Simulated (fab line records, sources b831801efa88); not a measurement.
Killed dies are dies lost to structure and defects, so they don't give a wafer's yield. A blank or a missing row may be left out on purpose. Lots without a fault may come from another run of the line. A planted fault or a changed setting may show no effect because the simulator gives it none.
A struck lot beside a sound one | flow sky130 | 15 steps out of a route of 708
Sound: wafers L823.4, L823.5, L823.6. Struck: wafers L833.1, L833.3, L833.5. The cause comes at the end.
At each step with rows: each side's tool, then ch and its chambers, then its first start. Under that, the readings that differ: sound wafers | struck wafers | difference of the means | sigmas: that difference in standard deviations of wafers without a fault.
alike: readings whose means differ by less than 2 such deviations, and words and numbers that are the same on both sides. not compared: withheld readings, readings that some wafer has no value for, bounds like >300 that may hide the same value, and numbers for which the record gives no deviation and whose values overlap.
The two part at a step that has a row with sigmas, a row that says differs or no value, or rows on one side only. Numbers that don't overlap but have no deviation are shown without sigmas and don't part them. A reading that every wafer of one side lacks parts them only if that side has two wafers or more.

SKY_VIA1_SPUTTER_20: material TiN, target thk 20 nm, time 80 s.
  sound on pvd_sputter-03, day 36 06:34; struck on pvd_sputter-03, day 39 04:52
  alike: throttle_valve_pct
then, 1 step without rows for these wafers: SKY_VIA1_CVD_21 (deposits W, target thk 270 nm, time 80.902 s).
SKY_VIA1_RS_MEAS_22: measures by four-point-probe.
  sound on film_metro-03, day 36 06:45; struck on film_metro-03, day 39 05:01
  alike: VIA1_W_RS
SKY_VIA1_THK_MEAS_23: measures by xrf.
  sound on film_metro-03, day 36 06:50; struck on film_metro-03, day 39 05:08
  alike: VIA1_W_THK
then, 1 step without rows for these wafers: SKY_VIA1_CMP_24 (polishes, stops on SiO2, t overpolish 15 s, target thk 0 nm).
SKY_METAL2_SPUTTER_00: material Ti, target thk 15 nm, time 10 s.
  sound on pvd_sputter-02, day 36 07:10; struck on pvd_sputter-03, day 39 05:29
  alike: throttle_valve_pct
SKY_METAL2_SPUTTER_01: material TiN, target thk 20 nm, time 16.7 s.
  sound on pvd_sputter-02, day 36 07:11; struck on pvd_sputter-03, day 39 05:31
  alike: throttle_valve_pct
SKY_METAL2_SPUTTER_02: material AlCu, target thk 250 nm, time 13.3 s.
  sound on pvd_sputter-02, day 36 07:13; struck on pvd_sputter-03, day 39 05:32
  alike: throttle_valve_pct
SKY_METAL2_SPUTTER_03: material Ti, target thk 5 nm, time 3.3 s.
  sound on pvd_sputter-02, day 36 07:14; struck on pvd_sputter-03, day 39 05:34
  alike: throttle_valve_pct
then, 1 step without rows for these wafers: SKY_METAL2_SPUTTER_04 (material TiN, target thk 70 nm, time 58.3 s).
SKY_METAL2_RS_MEAS_05: measures by four-point-probe.
  sound on film_metro-01, day 36 07:22; struck on film_metro-01, day 39 05:38
  alike: METAL2_ALCU_RS
SKY_METAL2_THK_MEAS_06: measures by xrf.
  sound on film_metro-01, day 36 07:28; struck on film_metro-01, day 39 05:45
  alike: METAL2_ALCU_THK
SKY_METAL2_DEHYDRATE_07: time 60 s.
  sound on litho_track-02 ch 0, day 36 19:52; struck on litho_track-02 ch 0, day 39 17:44
  reading                  | sound                | struck               | difference                    | sigmas
  heater_power_total_W (W) | 160.57 160.30 160.40 | 166.15 165.77 165.78 | +5.48                         | +46
  plate_temp_C (C)         | 199.89 199.92 199.77 | - - -                | no value on the struck wafers |
  run_length_s (s)         | 89.02 89.22 89.04    | 83.53 83.39 83.55    | -5.60                         | -29
then, 1 step without rows for these wafers: SKY_METAL2_HMDS_08 (prime time 60 s).
-- the record jumps here: 10 days lie between the struck wafers' starts before and after (it left off in module METAL2 and takes up again in module PAD_OPEN, whose first step shown is number 708 of the route) --
SKY_PAD_OPEN_PROBE_99:
  sound on prober-02, day 47 12:11; struck on prober-02, day 49 15:11
  alike: defect_limited_yield, killed_at_M0_to_M3, killed_at_M4_up, killed_at_contacts, killed_at_front_end, killed_at_other, killed_dies, killed_open, killed_short, sort_bin_3_pad_short, sort_bin_5_function, sort_bin_6_memory, sort_bin_8_speed, sort_n_pass, sort_yield_pct

WHERE THEY PART
Only at SKY_METAL2_DEHYDRATE_07, within this record. Later steps at which nothing parts them and some readings are alike: SKY_PAD_OPEN_PROBE_99.

WHY: what the simulator had put in
Process parameter drift: litho_track-02, from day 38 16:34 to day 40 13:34, at SKY_METAL2_DEHYDRATE_07. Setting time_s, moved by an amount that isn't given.
